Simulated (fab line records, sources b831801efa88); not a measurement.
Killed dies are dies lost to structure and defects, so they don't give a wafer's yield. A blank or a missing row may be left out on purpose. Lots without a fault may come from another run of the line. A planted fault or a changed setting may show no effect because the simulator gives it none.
Chamber matching | flow gf180mcu | GF_V4_CVD_02 on pecvd-04: 3 sister chambers
The step deposits SiO2 from TEOS, target thk 850 nm, time 94.851 s. 14 wafers are shown with their chamber, then 7 later ones without.

WAFERS WITH THEIR CHAMBER
wafer  | chamber | heater_power_w (W)
L762.1 | 2       | 667
L762.3 | 1       | 706
L762.4 | 2       | 712
L771.2 | 0       | 819
L771.3 | 1       | 662
L771.4 | 2       | 794
L772.1 | 1       | 753
L772.2 | 2       | 747
L772.4 | 2       | 796
L773.2 | 1       | 739
L773.4 | 2       | 630
L773.6 | 1       | 767
L774.1 | 2       | 721
L774.2 | 0       | 723

SIGNATURES (means of the wafers above)
reading        | chamber 0 | chamber 1 | chamber 2 | scatter within a chamber
heater_power_w | 771.00    | 725.40    | 723.86    | 56
Rule: a wafer's distance from a chamber is the root of the sum, over the readings, of the square of ((its reading less the chamber's mean) divided by the reading's scatter). The wafer belongs to the nearest chamber; if the next one is less than 2 further off, it can't be placed. The scatter: the root of (the sum of the squares of (reading less its chamber's mean) over the shown wafers, divided by (wafers less chambers)).

WAFERS WITHOUT THEIR CHAMBER
wafer  | heater_power_w (W)
L774.4 | 655
L782.1 | 807
L782.3 | 835
L782.6 | 724
L784.1 | 778
L784.2 | 756
L784.3 | 822

WHICH CHAMBER EACH WENT THROUGH
wafer  | from the rows above          | in truth
L774.4 | can't be placed: 2 or 1 or 0 | 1
L782.1 | can't be placed: 0 or 1 or 2 | 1
L782.3 | can't be placed: 0 or 1 or 2 | 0
L782.6 | can't be placed: 2 or 1 or 0 | 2
L784.1 | can't be placed: 0 or 1 or 2 | 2
L784.2 | can't be placed: 0 or 1 or 2 | 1
L784.3 | can't be placed: 0 or 1 or 2 | 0
Placed correctly: 0 of 7. Can't be placed from these rows: 7 (the true chamber is among the candidates in 7). Placed wrongly: 0.
